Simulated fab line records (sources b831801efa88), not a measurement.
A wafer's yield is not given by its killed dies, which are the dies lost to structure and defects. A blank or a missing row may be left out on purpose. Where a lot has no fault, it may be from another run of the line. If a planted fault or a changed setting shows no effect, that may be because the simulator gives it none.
Matching of chambers -- flow sky130 -- rie_diel-01 running SKY_VIA1_ETCH_15: 4 sister chambers
The step etches SiO2 in C4F8/O2/Ar, stops on TiN, target depth 351 nm, time 54 s. 4 wafers are shown with their chamber, then 8 later ones without.

== WAFERS, EACH WITH ITS CHAMBER ==
wafer,chamber,oes_product_au (a.u.)
L085.2,3,0.985
L088.4,2,0.988
L088.5,1,0.982
L092.2,0,0.994

== WAFERS WHOSE CHAMBER IS MISSING ==
wafer,oes_product_au (a.u.)
L092.3,0.977
L092.4,0.980
L093.3,0.980
L093.4,0.985
L093.5,0.989
L095.2,0.978
L095.3,0.987
L095.6,0.984

== CHAMBER TAKEN BY EACH ==
wafer,from the rows above,in truth
L092.3,can't be placed: 1 or 3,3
L092.4,can't be placed: 1 or 3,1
L093.3,can't be placed: 1 or 3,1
L093.4,can't be placed: 3 or 1 or 2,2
L093.5,can't be placed: 2 or 3 or 0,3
L095.2,can't be placed: 1 or 3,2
L095.3,can't be placed: 2 or 3 or 1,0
L095.6,can't be placed: 3 or 1 or 2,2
Correctly placed: 0 of 8. These rows do not allow placing 8 (true chamber among the candidates in 6). Placed wrongly: 0.
How it was worked out, from the rows above alone: a wafer's distance from a chamber is the root of the sum, over the readings, of the square of ((its reading less the chamber's mean) divided by the reading's scatter). The wafer belongs to the nearest chamber; if the next one is less than 2 further off, it can't be placed. The mean given for a chamber averages the wafers shown for that chamber. The scatter: with one shown wafer a chamber, the root of the mean of the squares of how far each hidden wafer lies from its nearest shown one.
